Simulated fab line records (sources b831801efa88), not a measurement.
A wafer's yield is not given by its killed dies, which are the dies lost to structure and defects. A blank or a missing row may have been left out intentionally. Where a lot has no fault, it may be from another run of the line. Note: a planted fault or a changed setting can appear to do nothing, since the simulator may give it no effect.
Which of the tools did it? | flow sfqLine | Sampling: 13 lots, 39 wafers, 4 of 325 route steps

## WHAT THE GAUGES READ, wafer by wafer
SFQ_M6_RS_MEAS_938: a four-point-probe measurement. Usual: M6_NB_RS 0.891 ohm/sq, standard deviation 0.0076.
lot  | measured     | on           | M6_NB_RS (ohm/sq) | flag
L604 | day 68 22:34 | filmMetro-04 | 0.897 0.887 0.881 | 
L605 | day 69 11:37 | filmMetro-03 | 0.904 0.902 0.891 | 
L606 | day 71 20:53 | filmMetro-03 | 0.890 0.891 0.892 | 
L607 | day 72 06:56 | filmMetro-03 | 0.895 0.889 0.889 | 
L608 | day 72 08:11 | filmMetro-03 | 0.895 0.891 0.888 | 
L609 | day 72 10:32 | filmMetro-04 | 0.889 0.884 0.893 | 
L610 | day 72 14:08 | filmMetro-04 | 0.897 0.905 0.904 | 
L615 | day 76 07:24 | filmMetro-03 | 1.630 0.881 0.883 | OFF
L616 | day 77 17:07 | filmMetro-01 | 0.877 0.889 0.890 | 
L620 | day 79 00:52 | filmMetro-03 | 0.891 0.898 0.897 | 
L621 | day 80 10:49 | filmMetro-03 | 0.889 0.876 0.891 | 
L623 | day 81 02:38 | filmMetro-04 | 0.885 0.877 0.884 | 
L626 | day 85 22:05 | filmMetro-01 | 0.889 0.894 0.890 | 

SFQ_M6_OVL_MEAS_940. Usual: M6_OVL -1 nm, standard deviation 5.3.
lot  | measured     | on         | M6_OVL (nm) | flag
L604 | day 70 23:00 | overlay-02 | -3 -1 4     | 
L605 | day 71 00:12 | overlay-02 | -1 -6 -7    | 
L606 | day 71 23:34 | overlay-01 | -3 -1 -4    | 
L607 | day 72 09:55 | overlay-01 | 8 1 -6      | 
L608 | day 72 11:08 | overlay-01 | -9 3 -1     | 
L609 | day 72 12:58 | overlay-01 | -4 1 4      | 
L610 | day 73 10:56 | overlay-02 | -5 -3 4     | 
L615 | day 76 09:48 | overlay-01 | 1 -9 -10    | 
L616 | day 78 00:26 | overlay-02 | 2 -9 2      | 
L620 | day 82 06:52 | overlay-01 | -7 4 2      | 
L621 | day 83 16:01 | overlay-02 | -11 -6 -6   | 
L623 | day 84 14:57 | overlay-01 | -1 -3 -10   | 
L626 | day 86 00:38 | overlay-02 | -7 -5 4     | 

## WHICH TOOL RAN EACH LOT (tool, then ch and the chambers of the sampled wafers, then the start)
lot  | SFQ_TRILAYER_I5_ETCH_VIA_ETCH_147 | SFQ_TRILAYER_M6_DEP_SPUTTER_157
L604 | rieDiel-03 ch 0,1,3, day 64 18:57 | pvdSputter-04, day 68 22:29
L605 | rieDiel-03 ch 0,1, day 68 09:38   | pvdSputter-04, day 69 11:31
L606 | rieDiel-02 ch 0,2,3, day 68 12:02 | pvdSputter-03, day 71 20:03
L607 | rieDiel-01 ch 0,1,3, day 68 13:14 | pvdSputter-06, day 72 06:51
L608 | rieDiel-03 ch 1,3, day 68 15:38   | pvdSputter-03, day 72 08:03
L609 | rieDiel-02 ch 1,2,3, day 68 16:50 | pvdSputter-04, day 72 10:27
L610 | rieDiel-02 ch 0,3, day 68 22:50   | pvdSputter-06, day 72 14:03
L615 | rieDiel-03 ch 0,3, day 71 21:16   | pvdSputter-04, day 76 07:16
L616 | rieDiel-01 ch 2,3, day 74 05:55   | pvdSputter-03, day 77 17:00
L620 | rieDiel-03 ch 0,3, day 78 19:57   | pvdSputter-03, day 79 00:47
L621 | rieDiel-02 ch 0,1,3, day 79 15:16 | pvdSputter-03, day 80 10:43
L623 | rieDiel-02 ch 1,2, day 80 19:43   | pvdSputter-04, day 81 02:32
L626 | rieDiel-03 ch 0,3, day 82 22:33   | pvdSputter-04, day 85 22:00
- SFQ_TRILAYER_I5_ETCH_VIA_ETCH_147: etches the open film in CHF3, stops on Nb, target depth 360 nm.
- SFQ_TRILAYER_M6_DEP_SPUTTER_157: material Nb, target thk 200 nm, time 133.3 s.

## WHAT THE TOOLS THEMSELVES READ (means of the sampled wafers that have a number; where no wafer has one, the mark that the record gives instead)
SFQ_TRILAYER_I5_ETCH_VIA_ETCH_147. Usual: biasW 80.01 W, standard deviation 0.24; drypumpMotorCurrentA 6.0 A, standard deviation 0.37; oesProductAu 0.987 a.u., standard deviation 0.007.
lot  | tool       | biasW (W) | drypumpMotorCurrentA (A) | oesProductAu (a.u.) | flag
L604 | rieDiel-03 | 79.86     | 6.0                      | 0.985               | 
L605 | rieDiel-03 | 80.09     | 5.8                      | 0.987               | 
L606 | rieDiel-02 | 80.26     | 6.3                      | 0.983               | 
L607 | rieDiel-01 | 79.88     | 5.8                      | 0.992               | 
L608 | rieDiel-03 | 80.17     | 6.2                      | 0.983               | 
L609 | rieDiel-02 | 79.98     | 5.9                      | 0.986               | 
L610 | rieDiel-02 | 79.83     | 6.1                      | 0.991               | 
L615 | rieDiel-03 | 79.84     | 6.1                      | 0.988               | 
L616 | rieDiel-01 | 79.91     | 5.9                      | 0.990               | 
L620 | rieDiel-03 | 80.14     | 6.0                      | 0.977               | 
L621 | rieDiel-02 | 79.93     | 5.8                      | 0.981               | 
L623 | rieDiel-02 | 80.23     | 5.9                      | 0.986               | 
L626 | rieDiel-03 | 80.21     | 6.1                      | 0.989               | 

SFQ_TRILAYER_M6_DEP_SPUTTER_157. Usual: basePressurePa 1.32e-06 Pa, standard deviation 8.9e-08; throttleValvePct 30.2 %, standard deviation 1.4.
lot  | tool          | basePressurePa (Pa) | throttleValvePct (%) | flag
L604 | pvdSputter-04 | 1.38e-06            | 30.2                 | 
L605 | pvdSputter-04 | 1.33e-06            | 28.8                 | 
L606 | pvdSputter-03 | 1.34e-06            | 30.7                 | 
L607 | pvdSputter-06 | 1.24e-06            | 30.9                 | 
L608 | pvdSputter-03 | 1.43e-06            | 30.3                 | 
L609 | pvdSputter-04 | 1.34e-06            | 30.1                 | 
L610 | pvdSputter-06 | 1.24e-06            | 31.2                 | 
L615 | pvdSputter-04 | 1.27e-06            | 30.0                 | 
L616 | pvdSputter-03 | 1.21e-06            | 30.4                 | 
L620 | pvdSputter-03 | 1.38e-06            | 29.3                 | 
L621 | pvdSputter-03 | 1.34e-06            | 29.7                 | 
L623 | pvdSputter-04 | 1.24e-06            | 29.0                 | 
L626 | pvdSputter-04 | 1.26e-06            | 29.8                 | 

## THE ANSWER, worked out from the rows above alone
Rule: a lot is off if the mean of its wafers that have a number lies more than 3 standard deviations from the usual mean. A lot without any number at a reading at which 4 lots or more have one is off too. All remaining lots with rows at the step are treated as sound. The gauges are gone through in route order, then the tools' own readings, and for those a lot's mean is taken as printed above. At the first step where some lot is off, the reading lying furthest off is the one used; lots without a number count as furthest.
Off: L615, at SFQ_M6_RS_MEAS_938 (M6_NB_RS).
If a tool, at a process step before that reading, ran all the lots that are off and no sound lot after the first of them, it fits. Those tools and the gauges at SFQ_M6_RS_MEAS_938 are tried in the same way. No candidate that was tried fits.

## WHAT HAD BEEN PUT IN BY THE SIMULATOR
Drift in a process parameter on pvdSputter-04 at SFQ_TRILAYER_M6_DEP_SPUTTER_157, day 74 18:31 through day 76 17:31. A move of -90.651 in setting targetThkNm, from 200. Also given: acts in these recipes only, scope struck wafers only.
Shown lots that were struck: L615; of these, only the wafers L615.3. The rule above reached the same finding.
